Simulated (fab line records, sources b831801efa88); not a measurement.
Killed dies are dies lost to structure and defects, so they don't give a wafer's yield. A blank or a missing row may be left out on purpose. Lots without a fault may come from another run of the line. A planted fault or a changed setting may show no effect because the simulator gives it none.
Which tool did it? | flow sky130 | 13 lots, 39 wafers sampled, at 4 steps of a route of 708

WHAT THE GAUGES READ, wafer by wafer
SKY_PAD_OPEN_BOW_MEAS_13. Usual: PAD_OPEN_BOW 48 um, standard deviation 8.7.
lot  | measured     | on            | PAD_OPEN_BOW (um) | flag
L550 | day 46 04:19 | film_metro-01 | 50 59 54          |
L551 | day 46 08:28 | film_metro-01 | 39 56 58          |
L552 | day 46 20:17 | film_metro-01 | 59 36 45          |
L553 | day 47 00:47 | film_metro-02 | 56 41 51          |
L554 | day 47 04:52 | film_metro-04 | 27 36 19          |
L559 | day 48 11:44 | film_metro-01 | 48 43 34          |
L565 | day 49 11:56 | film_metro-01 | 47 51 50          |
L567 | day 50 01:27 | film_metro-04 | 60 39 51          |
L568 | day 50 04:25 | film_metro-02 | 50 45 67          |
L569 | day 50 11:01 | film_metro-01 | 50 43 46          |
L570 | day 50 16:00 | film_metro-02 | 36 30 43          |
L572 | day 50 21:27 | film_metro-01 | 52 41 56          |
L573 | day 51 01:38 | film_metro-01 | 50 50 49          |

WHICH TOOL RAN EACH LOT (tool, then ch and the chambers of the sampled wafers, then the start)
lot  | SKY_CONTACT_CMP_27            | SKY_METAL2_SPUTTER_02        | SKY_VIA3_CMP_02
L550 | cmp-01 ch 2,3, day 31 22:32   | pvd_sputter-01, day 34 07:46 | cmp-02 ch 1,2, day 38 23:07
L551 | cmp-02 ch 0,1, day 32 06:41   | pvd_sputter-02, day 34 15:56 | cmp-01 ch 0,2, day 39 04:33
L552 | cmp-02 ch 2,3, day 32 23:20   | pvd_sputter-01, day 35 08:50 | cmp-02 ch 0,2,3, day 39 20:44
L553 | cmp-02 ch 1,2,3, day 33 01:49 | pvd_sputter-01, day 35 10:33 | cmp-02 ch 1,2,3, day 40 00:14
L554 | cmp-01 ch 0,3, day 33 04:09   | pvd_sputter-04, day 35 13:25 | cmp-02 ch 2,3, day 40 01:11
L559 | cmp-01 ch 2,3, day 35 03:02   | pvd_sputter-02, day 37 11:49 | cmp-01 ch 0,1,3, day 41 21:30
L565 | cmp-01 ch 0,2, day 36 13:11   | pvd_sputter-02, day 38 20:38 | cmp-01 ch 2,3, day 43 02:10
L567 | cmp-02 ch 1,2,3, day 37 08:10 | pvd_sputter-02, day 39 14:28 | cmp-02 ch 0,1, day 43 19:19
L568 | cmp-01 ch 2,3, day 37 11:44   | pvd_sputter-01, day 39 17:21 | cmp-02 ch 0,2,3, day 43 22:49
L569 | cmp-02 ch 0,1,3, day 37 21:59 | pvd_sputter-04, day 40 05:20 | cmp-01 ch 0,3, day 44 07:45
L570 | cmp-01 ch 0,2,3, day 38 05:12 | pvd_sputter-01, day 40 10:00 | cmp-02 ch 1,2, day 44 13:53
L572 | cmp-02 ch 1,2,3, day 38 15:23 | pvd_sputter-02, day 40 20:49 | cmp-02 ch 0,1,2, day 44 22:20
L573 | cmp-01 ch 0,2,3, day 38 22:45 | pvd_sputter-02, day 41 03:46 | cmp-01 ch 0,3, day 45 06:11
- SKY_CONTACT_CMP_27: polishes, stops on SiO2, t overpolish 15 s, target thk 0 nm.
- SKY_METAL2_SPUTTER_02: material AlCu, target thk 250 nm, time 13.3 s.
- SKY_VIA3_CMP_02: polishes SiO2.

WHAT THE TOOLS THEMSELVES READ (means of the sampled wafers that have a number; where no wafer has one, the mark that the record gives instead)
SKY_CONTACT_CMP_27. Usual: motor_current_A 11.7 A, standard deviation 1.1; overpolish_run_s 14.999 s, standard deviation 0.0085; platen_rpm 59.99 rpm, standard deviation 0.038; time_to_endpoint_s 80 s, standard deviation 4.6.
lot  | tool   | motor_current_A (A) | overpolish_run_s (s) | platen_rpm (rpm) | time_to_endpoint_s (s) | flag
L550 | cmp-01 | 12.0                | 14.999               | 59.99            | 80                     |
L551 | cmp-02 | 13.0                | 15.008               | 59.99            | 85                     |
L552 | cmp-02 | 10.4                | 15.001               | 59.96            | 75                     |
L553 | cmp-02 | 10.8                | 14.996               | 59.99            | 76                     |
L554 | cmp-01 | 11.1                | 15.006               | 59.99            | 80                     |
L559 | cmp-01 | 12.3                | 14.996               | 60.00            | 85                     |
L565 | cmp-01 | 11.7                | 14.997               | 60.00            | 81                     |
L567 | cmp-02 | 10.7                | 15.004               | 60.01            | 79                     |
L568 | cmp-01 | 11.7                | 15.002               | 60.00            | 83                     |
L569 | cmp-02 | 12.0                | 14.993               | 59.98            | 80                     |
L570 | cmp-01 | 11.5                | 14.994               | 59.99            | 76                     |
L572 | cmp-02 | 10.6                | 14.998               | 60.02            | 79                     |
L573 | cmp-01 | 12.0                | 14.987               | 59.98            | 83                     |

SKY_METAL2_SPUTTER_02. Usual: throttle_valve_pct 30.3 %, standard deviation 1.1.
lot  | tool           | throttle_valve_pct (%) | flag
L550 | pvd_sputter-01 | 31.6                   |
L551 | pvd_sputter-02 | 30.7                   |
L552 | pvd_sputter-01 | 30.9                   |
L553 | pvd_sputter-01 | 30.8                   |
L554 | pvd_sputter-04 | 29.5                   |
L559 | pvd_sputter-02 | 30.7                   |
L565 | pvd_sputter-02 | 29.5                   |
L567 | pvd_sputter-02 | 29.7                   |
L568 | pvd_sputter-01 | 30.9                   |
L569 | pvd_sputter-04 | 29.8                   |
L570 | pvd_sputter-01 | 30.8                   |
L572 | pvd_sputter-02 | 29.4                   |
L573 | pvd_sputter-02 | 30.2                   |

SKY_VIA3_CMP_02. Usual: motor_current_A 12.7 A, standard deviation 1.2; platen_rpm 60.00 rpm, standard deviation 0.04.
lot  | tool   | motor_current_A (A) | platen_rpm (rpm) | flag
L550 | cmp-02 | 12.4                | 60.00            |
L551 | cmp-01 | 12.7                | 60.00            |
L552 | cmp-02 | 12.7                | 59.98            |
L553 | cmp-02 | 12.0                | 60.00            |
L554 | cmp-02 | 11.8                | 60.03            |
L559 | cmp-01 | 12.9                | 59.96            |
L565 | cmp-01 | 12.9                | 60.00            |
L567 | cmp-02 | 13.2                | 60.00            |
L568 | cmp-02 | 12.7                | 60.02            |
L569 | cmp-01 | 12.2                | 60.01            |
L570 | cmp-02 | 12.6                | 60.01            |
L572 | cmp-02 | 13.4                | 60.00            |
L573 | cmp-01 | 12.7                | 59.98            |

THE ANSWER, worked out from the rows above alone
Rule: a lot is off if the mean of its wafers that have a number lies more than 3 standard deviations from the usual mean. A lot without any number at a reading at which 4 lots or more have one is off too. The other lots that the step has rows for count as sound. The gauges are gone through in route order, then the tools' own readings, and for those a lot's mean is taken as printed above. The first step at which some lot is off is used, and at that step the reading that is off furthest; a lot without a number counts as furthest.
No lot is off at any reading shown: from this, nothing can be told.

WHAT THE SIMULATOR HAD PUT IN
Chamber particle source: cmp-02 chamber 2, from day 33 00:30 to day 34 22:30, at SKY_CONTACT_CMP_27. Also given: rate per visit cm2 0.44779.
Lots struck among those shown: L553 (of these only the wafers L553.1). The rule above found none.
